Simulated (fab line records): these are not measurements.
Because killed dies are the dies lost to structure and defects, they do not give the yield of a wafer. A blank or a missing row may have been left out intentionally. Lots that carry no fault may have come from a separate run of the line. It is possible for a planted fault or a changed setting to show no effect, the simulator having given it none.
fab line records	flow sky130
record lots=12	wafers=36	last_day=50
route steps=708 shown FIELD_ISO@15 LDD_P@265 LI_CONTACT@375 CONTACT@411 PAD_OPEN@708
lots with no fault: from the same line, run without faults
start_h: hours from the record's first day to the start of the lot's first wafer shown	wait_h: hours elapsed since this lot's preceding step	" repeats the value in the row above	L1.1+2: a single row standing in for several wafers	- value missing, or start not given	* or withheld: withheld	< > ~ a bound
route shown NAME@n: names a module that has steps shown in the file, with the first one's number in the route	usual: the fault-free wafers' mean and standard deviation	same: alike in all rows	chamber/n: place in a boat	sites: per-site readings	_std_site: standard deviation across them	_edge_site: inner sites' mean taken away from outer sites' mean	radius_mm: how far each site lies from the wafer's centre	mask NAME#n: copy n	behind: the tool/chamber that last shaped the wafer	hold: cause of the lot's hold/its duration in hours/its outcome	device: the n, p or np transistor that did not switch	end of line: the same wafers' tests at the end of the route	a step with no rows: only its recipe	killed: not the wafer's yield, but the dies lost to structure and defects at the first sort	map: dies across one wafer; x = killed, . = not, _ = none there
set.NAME: the run value of the setting; set.NAME@STEP: its run value at that earlier step	model.NAME: the simulator's own value behind a step, which no gauge read
the route's steps for a sample of lots (tables are steps, rows are wafers)
services: from which hour (start_h, from the record's first day; less than 0 if before it) a tool's chamber was out of use, for how many hours, and why
## steps
# step SKY_FIELD_ISO_ETCH_14
# recipe chemistry=N2/H2	target=BARC	ion_energy_ev=200	source_w=500	bias_w=100	pressure_mtorr=30	n2_flow_sccm=100	h2_flow_sccm=200	stop_on=SiO2	time_s=44.48	target_depth_a=600
# usual bias_w=99.98/0.29	drypump_motor_current_A=5.5/0.36	h2_flow_sccm=200.0/0.61	oes_product_au=0.869/0.0042	throttle_valve_pct=13.224/0.0082
lot.wafer	tool	chamber	start_h	wait_h	bias_w	drypump_motor_current_A	h2_flow_sccm	oes_product_au	rf_hours_counter_h	throttle_valve_pct
L456.4	rie_diel-01	0	36.80	0.0	99.57	5.0	199.9	0.866	170	13.223
L456.5	"	3	"	"	99.95	5.3	200.0	0.865	-	13.238
L456.6	"	2	"	"	100.26	5.1	200.4	0.870	-	13.220
L457.1	rie_diel-03	2	41.30	0.1	99.94	5.8	201.4	0.877	74	13.239
L457.4	"	3	"	"	100.48	5.5	200.3	0.866	4	13.226
L457.6	"	2	"	"	99.81	5.7	200.5	0.866	-	13.221
L461.1	rie_diel-03	2	59.95	0.1	100.15	5.8	200.4	0.863	75	13.216
L461.4	"	0	"	"	100.39	5.6	199.6	0.866	72	13.231
L461.5	"	1	"	"	99.79	5.2	200.2	0.866	-	13.222
L462.1	rie_diel-03	0	65.05	0.1	99.92	5.6	200.4	0.869	72	13.218
L462.2	"	2	"	"	99.84	5.8	199.6	0.873	75	13.227
L462.6	"	0	"	"	99.83	5.7	199.2	0.869	-	13.222
L463.1	rie_diel-01	3	73.09	0.1	99.72	5.3	201.2	0.871	18	13.220
L463.2	"	1	"	"	100.29	6.1	199.0	0.867	61	13.218
L463.4	"	3	"	"	99.35	5.3	200.7	0.864	-	13.235
L466.1	rie_diel-01	2	86.77	0.1	100.13	5.2	199.8	0.876	11	13.207
L466.4	"	1	"	"	100.23	6.1	200.9	0.875	-	13.213
L466.5	"	3	"	"	100.36	5.3	200.5	0.871	-	13.231
L467.1	rie_diel-03	3	90.85	0.1	99.69	5.6	199.7	0.873	5	13.222
L467.4	"	0	"	"	99.47	5.6	200.0	0.869	73	13.218
L467.5	"	3	"	"	99.86	5.6	199.9	0.867	-	13.246
L469.2	rie_diel-04	1	100.17	0.1	100.21	6.3	200.0	0.873	45	13.220
L469.3	"	3	"	"	99.71	5.4	200.7	0.872	113	13.222
L469.6	"	3	"	"	100.21	5.4	200.5	0.873	-	13.225
L471.2	rie_diel-04	1	115.84	0.1	100.26	6.2	200.1	0.874	45	13.227
L471.4	"	2	"	"	99.88	5.4	200.1	0.871	0	13.228
L471.6	"	2	"	"	99.95	5.5	200.2	0.875	-	13.216
L474.1	rie_diel-03	3	129.24	0.1	99.49	5.6	200.4	0.872	6	13.232
L474.4	"	1	"	"	99.92	5.2	200.2	0.866	77	13.240
L474.5	"	2	"	"	100.10	5.8	198.9	0.876	-	13.222
L475.1	rie_diel-04	0	132.72	0.1	108.81	4.9	200.6	0.866	55	13.228
L475.4	"	1	"	"	108.57	6.3	200.0	0.875	45	13.215
L475.5	"	2	"	"	108.22	5.5	199.4	0.878	-	13.208
L476.1	rie_diel-04	0	139.12	0.1	108.72	4.9	199.3	0.872	55	13.235
L476.2	"	1	"	"	109.01	6.3	200.0	0.874	45	13.231
L476.4	"	3	"	"	108.60	5.4	200.2	0.873	114	13.231
# step SKY_LDD_P_STRIP_10
# recipe chemistry=O2/N2	power_w=1400	pressure_mtorr=1500	platen_temp_c=withheld	o2_flow_sccm=3000	n2_flow_sccm=300	overash_fraction=0.5
# usual drypump_motor_current_A=5.8/0.31	oes_product_au=0.715/0.0042	strip_time_to_endpoint_s=14.17/0.041
lot.wafer	tool	chamber	start_h	wait_h	drypump_motor_current_A	oes_product_au	rf_hours_counter_h	strip_time_to_endpoint_s
L456.4	plasma_asher-04	0	450.58	0.1	5.3	0.713	-	14.19
L456.5	"	0	"	"	5.3	0.718	-	14.24
L456.6	"	1	"	"	5.7	0.715	-	14.20
L457.1	plasma_asher-04	0	451.35	0.1	5.3	0.722	63	14.23
L457.4	"	1	"	"	5.7	0.723	-	14.21
L457.6	"	1	"	"	5.7	0.718	-	14.19
L461.1	plasma_asher-02	0	489.60	0.1	5.7	0.716	34	14.20
L461.4	"	0	"	"	5.7	0.723	-	14.14
L461.5	"	1	"	"	6.3	0.714	-	14.15
L462.1	plasma_asher-02	1	505.07	0.1	6.3	0.715	36	14.15
L462.2	"	0	"	"	5.7	0.711	36	14.15
L462.6	"	0	"	"	5.7	0.708	-	14.17
L463.1	plasma_asher-04	0	522.97	0.1	5.3	0.715	70	14.23
L463.2	"	1	"	"	5.7	0.710	70	14.22
L463.4	"	0	"	"	5.3	0.713	-	14.23
L466.1	plasma_asher-04	0	534.15	0.1	5.3	0.723	71	14.18
L466.4	"	0	"	"	5.3	0.707	-	14.14
L466.5	"	1	"	"	5.7	0.718	-	14.14
L467.1	plasma_asher-04	1	543.20	0.1	5.7	0.722	72	14.16
L467.4	"	1	"	"	5.7	0.709	-	14.15
L467.5	"	1	"	"	5.7	0.711	-	14.16
L469.2	plasma_asher-03	1	562.70	0.1	6.1	0.714	86	14.20
L469.3	"	0	"	"	5.9	0.716	-	14.23
L469.6	"	1	"	"	6.2	0.716	-	14.21
L471.2	plasma_asher-02	1	589.97	0.1	6.2	0.708	44	14.15
L471.4	"	1	"	"	6.2	0.712	-	14.22
L471.6	"	1	"	"	6.2	0.718	-	14.19
L474.1	plasma_asher-02	1	604.30	0.1	6.2	0.714	45	14.15
L474.4	"	0	"	"	5.7	0.717	-	14.17
L474.5	"	1	"	"	6.2	0.717	-	14.17
L475.1	plasma_asher-04	0	607.25	0.1	5.3	0.714	79	14.14
L475.4	"	1	"	"	5.7	0.719	-	14.11
L475.5	"	1	"	"	5.7	0.713	-	14.13
L476.1	plasma_asher-02	0	616.77	0.1	5.7	0.711	46	14.16
L476.2	"	1	"	"	6.2	0.719	46	14.16
L476.4	"	1	"	"	6.2	0.720	-	14.10
# step SKY_LI_CONTACT_OVL_MEAS_13
# usual LI_CONTACT_OVL=3/5.7
lot.wafer	tool	chamber	start_h	wait_h	LI_CONTACT_OVL[nm]
L456.4	overlay-01	-	690.49	0.1	-2
L456.5	"	-	"	"	6
L456.6	"	-	"	"	0
L457.1	overlay-01	-	695.04	0.1	17
L457.4	"	-	"	"	12
L457.6	"	-	"	"	9
L461.1	overlay-02	-	728.99	0.1	-4
L461.4	"	-	"	"	8
L461.5	"	-	"	"	1
L462.1	overlay-01	-	746.82	0.1	-4
L462.2	"	-	"	"	0
L462.6	"	-	"	"	0
L463.1	overlay-01	-	761.12	0.1	10
L463.2	"	-	"	"	1
L463.4	"	-	"	"	8
L466.1	overlay-01	-	770.79	0.1	7
L466.4	"	-	"	"	10
L466.5	"	-	"	"	2
L467.1	overlay-02	-	778.77	0.1	10
L467.4	"	-	"	"	5
L467.5	"	-	"	"	9
L469.2	overlay-01	-	797.17	0.1	7
L469.3	"	-	"	"	-1
L469.6	"	-	"	"	7
L471.2	overlay-02	-	819.49	0.1	0
L471.4	"	-	"	"	8
L471.6	"	-	"	"	2
L474.1	overlay-02	-	832.79	0.1	4
L474.4	"	-	"	"	2
L474.5	"	-	"	"	0
L475.1	overlay-02	-	836.64	0.1	2
L475.4	"	-	"	"	-1
L475.5	"	-	"	"	-1
L476.1	overlay-01	-	843.14	0.1	3
L476.2	"	-	"	"	7
L476.4	"	-	"	"	8
# step SKY_CONTACT_BOW_MEAS_05
# recipe mode=bow
# usual CONTACT_BOW=81/6.2
lot.wafer	tool	chamber	start_h	wait_h	CONTACT_BOW[um]
L456.4	film_metro-04	-	721.31	0.2	93
L456.5	"	-	"	"	84
L456.6	"	-	"	"	83
L457.1	film_metro-03	-	726.17	0.2	88
L457.4	"	-	"	"	80
L457.6	"	-	"	"	80
L461.1	film_metro-04	-	759.71	0.2	81
L461.4	"	-	"	"	85
L461.5	"	-	"	"	80
L462.1	film_metro-01	-	778.13	0.2	81
L462.2	"	-	"	"	85
L462.6	"	-	"	"	81
L463.1	film_metro-01	-	790.18	0.2	78
L463.2	"	-	"	"	81
L463.4	"	-	"	"	82
L466.1	film_metro-01	-	800.22	0.1	77
L466.4	"	-	"	"	73
L466.5	"	-	"	"	89
L467.1	film_metro-04	-	808.25	0.2	80
L467.4	"	-	"	"	82
L467.5	"	-	"	"	79
L469.2	film_metro-04	-	827.69	0.2	71
L469.3	"	-	"	"	80
L469.6	"	-	"	"	82
L471.2	film_metro-03	-	848.84	0.2	74
L471.4	"	-	"	"	83
L471.6	"	-	"	"	79
L474.1	film_metro-03	-	861.21	0.1	82
L474.4	"	-	"	"	88
L474.5	"	-	"	"	73
L475.1	film_metro-01	-	865.41	0.1	91
L475.4	"	-	"	"	87
L475.5	"	-	"	"	86
L476.1	film_metro-04	-	872.13	0.2	81
L476.2	"	-	"	"	87
L476.4	"	-	"	"	82
# step SKY_PAD_OPEN_PROBE_99
# usual killed_at_M0_to_M3=42/6.3	killed_at_M4_up=2.8/1.9	killed_at_contacts=23/5.3	killed_at_front_end=16/4.3	killed_at_other=0.2/0.51	killed_dies=84/9.3	killed_open=46/7.6	killed_short=38/6.3
# same gross_dies=492	killed_at_back_side=0
lot.wafer	tool	chamber	start_h	wait_h	killed_at_M0_to_M3	killed_at_M4_up	killed_at_contacts	killed_at_front_end	killed_at_other	killed_dies	killed_open	killed_short
L471.2	prober-02	-	1178.00	0.1	35	2	25	16	0	78	32	46
L471.4	prober-02	-	1178.10	0.2	47	1	27	20	0	95	47	48
L471.6	prober-02	-	1178.20	0.2	51	3	42	20	0	116	69	47
# killed by level:class
L471.2 CONTACT:geometric_particle:short=9 METAL2:geometric_particle:short=8 FIELD_ISO:geometric_particle:short=7 METAL1:geometric_particle:short=7 CONTACT:geometric_particle:open=6 VIA1:geometric_particle:open=5 VIA3:geometric_particle:open=4 LI_CONTACT:geometric_particle:open=4
L471.4 VIA2:geometric_particle:open=11 CONTACT:geometric_particle:open=9 METAL2:geometric_particle:short=8 LI_CONTACT:geometric_particle:open=7 FIELD_ISO:geometric_particle:short=6 METAL1:geometric_particle:short=6 VIA1:geometric_particle:open=6 POLY_GATE:geometric_particle:short=5
L471.6 CONTACT:geometric_particle:open=16 METAL1:geometric_particle:short=10 VIA1:geometric_particle:open=9 VIA2:geometric_particle:open=8 LI_CONTACT:geometric_particle:short=7 LOCAL_INTERCONNECT:geometric_particle:short=7 LI_CONTACT:geometric_particle:open=6 VIA3:geometric_particle:open=6
## services
tool	chamber	start_h	hours	kind
plasma_asher-04	-	29.48	5.8	repair
plasma_asher-04	-	39.67	1.5	repair
plasma_asher-04	-	57.15	4.2	repair
rie_diel-03	1	64.11	7.7	repair
plasma_asher-02	-	108.75	9.0	pm
rie_diel-03	-	108.86	2.8	pm
plasma_asher-02	-	143.42	2.8	pm
rie_diel-03	-	144.53	0.1	repair
rie_diel-03	-	157.96	1.0	repair
rie_diel-03	3	158.63	4.5	repair
rie_diel-03	1	199.23	3.7	repair
rie_diel-03	1	206.97	9.1	repair
plasma_asher-02	-	224.48	4.3	pm
rie_diel-03	-	270.91	28.1	pm
plasma_asher-04	-	311.88	2.5	repair
plasma_asher-04	-	318.23	2.8	pm
plasma_asher-02	-	328.59	1.5	repair
plasma_asher-02	-	353.08	0.9	repair
plasma_asher-04	-	389.90	2.7	repair
plasma_asher-02	-	393.53	14.6	pm
plasma_asher-04	-	422.75	0.9	repair
plasma_asher-04	-	436.12	1.6	repair
rie_diel-03	3	530.35	7.9	repair
plasma_asher-04	-	615.03	3.9	repair
## key
first_sign step=SKY_FIELD_ISO_ETCH_14	reading=bias_w	direction=up	sigmas=30	usual=99.98	struck=108.65
effect none on later readings
met_at SKY_FIELD_ISO_ETCH_14
struck_lots L475,L476
tester_left_out L475,L476
not_acting_at SKY_LDD_P_STRIP_10,SKY_LI_CONTACT_OVL_MEAS_13,SKY_CONTACT_BOW_MEAS_05
onset_between 115.84 132.72
fault kind=process_parameter_drift	tool=rie_diel-04	chamber=-	onset_h=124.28	steps=SKY_FIELD_ISO_ETCH_14	channel=bias_w	offset=8.5846	shape=step	end_h=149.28	acts_in=these_recipes_only	stated=100
# tester_left_out: of these lots the tester's yield and bins aren't shown, on N5 and GAA mostly nor the transistor test; their killed dies are dies lost to structure and defects alone, not to doping, threshold or leakage, so they don't give the yield
